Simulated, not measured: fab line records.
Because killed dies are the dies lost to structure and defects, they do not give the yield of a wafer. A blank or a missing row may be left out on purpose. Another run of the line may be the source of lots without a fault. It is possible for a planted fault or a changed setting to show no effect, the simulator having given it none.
8D (eight disciplines) problem report, filled in by code + flow gf180mcu + the parts of the form that need people (team, actions taken, sign-off) are left out

== 1. WHAT IS WRONG ==
Mean of cathode_dc_power_W at GF_M2_SPUTTER_01: 7200.2 W across 2 wafers in 2 lots; on wafers with no fault it is 6500.1 W (standard deviation 1.2). That is +99 or more standard deviations from the usual mean.
The step: material TiN, target thk 30 nm, time 25 s.
Earliest sighting: wafer L287.2 on pvd_sputter-03 at day 20 22:23. Wafers with a number at this step in the record: 39, from 13 lots. Rule for "out", or "out of limits": more than 4 standard deviations from the usual mean. The other wafers with a number count as sound.

== 2. WHAT THIS IS AND IS NOT ==
| question                    | is                 | is not                                                                                                               |
|-----------------------------|--------------------|----------------------------------------------------------------------------------------------------------------------|
| which readings at this step | cathode_dc_power_W | throttle_valve_pct                                                                                                   |
| which lots                  | L287, L291         | L280, L281, L283, L293, L297, L298, L299, L300, L301, L302, L303                                                     |
| which wafers of those lots  | L287.2, L291.5     | L287.4, L287.5, L291.3, L291.4                                                                                       |
| read on which tools         | pvd_sputter-03     | pvd_sputter-02, pvd_sputter-04                                                                                       |
| when                        | from day 20 22:23  | up to then (11 sound wafers); but 26 sound wafers of L291, L293, L297, L298, L299, L300, L301, L302, L303 came after |

== 3. SUSPECTS, AND WHAT RULES EACH OUT ==
Counting: any tool at a process step up to the reading remains a suspect provided it ran every lot that is out. Sound lots after the first of them don't rule it out here, since some wafers of a struck lot are sound.
- pvd_sputter-03 at GF_M2_SPUTTER_00 (material Ti, target thk 37.5 nm, time 150 s): kept. Ran every lot that is out, first one L287 (day 20 22:17); last sound lot up to then L280 (day 18 01:35).
- pvd_sputter-03 at GF_M2_SPUTTER_01 (material TiN, target thk 30 nm, time 25 s): kept. Ran every lot that is out, first one L287 (day 20 22:23); last sound lot up to then L280 (day 18 01:41). On those wafers its own readings are out: cathode_dc_power_W.
Left after counting: pvd_sputter-03 at GF_M2_SPUTTER_00, pvd_sputter-03 at GF_M2_SPUTTER_01.

== 4. THE CAUSE (what the simulator had put in) ==
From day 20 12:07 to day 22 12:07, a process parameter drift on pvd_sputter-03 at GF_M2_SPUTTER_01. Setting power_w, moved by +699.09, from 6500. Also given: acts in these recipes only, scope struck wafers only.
Of the 2 suspects that counting leaves, this tool is one.

== 5. THE EFFECT CHAIN, in route order ==
Each row: a reading whose mean over the struck wafers that have a number lies more than 3 standard deviations from the usual. Readings are gone through only where the record gives a usual standard deviation; hours: the median, over the lots, of the time from a lot's start at the first step in this table giving one to that lot's start at this step; sigmas: the change measured in usual standard deviations.
| hours | step             | reading            | usual    | on struck wafers | change | sigmas      |
|-------|------------------|--------------------|----------|------------------|--------|-------------|
| 0     | GF_M2_SPUTTER_01 | cathode_dc_power_W | 6500.1 W | 7200.2           | +700.1 | +99 or more |
The process steps in it:
- GF_M2_SPUTTER_01: material TiN, target thk 30 nm, time 25 s.

== 6. HOW IT WOULD HAVE BEEN CAUGHT EARLIER ==
In this record the first reading out of limits was taken at day 20 22:23, 10 hours after the fault began at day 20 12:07.
